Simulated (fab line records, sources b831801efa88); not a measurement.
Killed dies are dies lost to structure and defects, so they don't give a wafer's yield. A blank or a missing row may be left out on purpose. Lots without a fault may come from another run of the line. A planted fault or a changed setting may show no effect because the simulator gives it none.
Which tool did it? | flow sfq_line | 14 lots, 42 wafers sampled, at 2 steps of a route of 325

WHAT THE GAUGES READ, wafer by wafer
SFQ_L0V_OVL_MEAS_903.
lot  | measured     | on         | L0V_OVL (nm)
L923 | day 5 00:05  | overlay-02 | 9 8 5
L924 | day 5 03:41  | overlay-02 | -9 -14 -7
L925 | day 5 10:52  | overlay-02 | -5 1 -9
L928 | day 6 08:05  | overlay-02 | -6 -8 -12
L929 | day 6 19:01  | overlay-02 | -12 -9 -8
L930 | day 7 02:14  | overlay-02 | 4 -6 1
L931 | day 7 04:37  | overlay-02 | 0 2 -7
L932 | day 7 17:02  | overlay-01 | -12 -10 -3
L933 | day 8 01:26  | overlay-01 | -11 -9 -13
L936 | day 8 19:22  | overlay-02 | -8 -4 -9
L942 | day 10 06:16 | overlay-02 | -16 -4 -11
L943 | day 10 12:20 | overlay-01 | 4 -1 -13
L944 | day 10 18:20 | overlay-01 | 1 6 4
L945 | day 10 23:08 | overlay-02 | 9 8 4

WHICH TOOL RAN EACH LOT (tool, then ch and the chambers of the sampled wafers, then the start)
lot  | SFQ_TRILAYER_L0_BARC_OPEN_METAL_ETCH_010
L923 | rie_metal-04 ch 0,1, day 3 07:50
L924 | rie_metal-03 ch 0,1, day 3 13:50
L925 | rie_metal-03 ch 0,1, day 3 18:37
L928 | rie_metal-03 ch 0,1, day 4 09:01
L929 | rie_metal-04 ch 0, day 4 18:43
L930 | rie_metal-02 ch 0,1, day 4 23:32
L931 | rie_metal-02 ch 0,1, day 5 04:19
L932 | rie_metal-02 ch 0,1, day 5 10:19
L933 | rie_metal-03 ch 0,1, day 5 17:31
L936 | rie_metal-03 ch 0,1, day 6 06:43
L942 | rie_metal-02 ch 0,1, day 7 11:31
L943 | rie_metal-04 ch 0,1, day 7 18:53
L944 | rie_metal-04 ch 0,1, day 7 21:07
L945 | rie_metal-04 ch 0,1, day 8 04:35
- SFQ_TRILAYER_L0_BARC_OPEN_METAL_ETCH_010: etches BARC in O2, target depth 125 nm, time 41.7 s.

WHAT THE TOOLS THEMSELVES READ (means of the sampled wafers that have a number; where no wafer has one, the mark that the record gives instead)
SFQ_TRILAYER_L0_BARC_OPEN_METAL_ETCH_010.
lot  | tool         | drypump_motor_current_A (A) | oes_product_au (a.u.) | rf_fwd_power_W (W)
L923 | rie_metal-04 | 5.7                         | 0.685                 | 593.4
L924 | rie_metal-03 | 5.9                         | 0.689                 | 591.4
L925 | rie_metal-03 | 5.9                         | 0.688                 | 590.6
L928 | rie_metal-03 | 5.9                         | 0.686                 | 592.1
L929 | rie_metal-04 | 6.4                         | 0.687                 | 594.5
L930 | rie_metal-02 | 5.8                         | 0.687                 | 593.0
L931 | rie_metal-02 | 5.8                         | 0.685                 | 592.9
L932 | rie_metal-02 | 6.0                         | 0.682                 | 596.0
L933 | rie_metal-03 | 6.0                         | 0.690                 | 590.4
L936 | rie_metal-03 | 5.8                         | 0.688                 | 590.3
L942 | rie_metal-02 | 6.1                         | 0.687                 | 593.8
L943 | rie_metal-04 | 6.1                         | 0.686                 | 592.8
L944 | rie_metal-04 | 5.7                         | 0.684                 | 591.3
L945 | rie_metal-04 | 6.0                         | 0.687                 | 594.3

THE ANSWER, worked out from the rows above alone
Rule: what is usual is taken from the lots themselves. Put in order of their means at a reading, lots are off if they are a third of the lots or fewer, leave a main group of 4 or more, and stand apart from it by a gap of 3 or more times the standard deviation of the main group's means; of several such gaps the widest counts. A main group whose means are all the same, to the digits that the tables above print for the reading, isn't used. A lot without any number at a reading at which 4 lots or more have one is off too. The other lots that the step has rows for count as sound. The gauges are gone through in route order, then the tools' own readings, and for those a lot's mean is taken as printed above. The first step at which some lot is off is used, and at that step the reading that is off furthest; a lot without a number counts as furthest.
No lot is off at any reading shown: from this, nothing can be told.

WHAT THE SIMULATOR HAD PUT IN
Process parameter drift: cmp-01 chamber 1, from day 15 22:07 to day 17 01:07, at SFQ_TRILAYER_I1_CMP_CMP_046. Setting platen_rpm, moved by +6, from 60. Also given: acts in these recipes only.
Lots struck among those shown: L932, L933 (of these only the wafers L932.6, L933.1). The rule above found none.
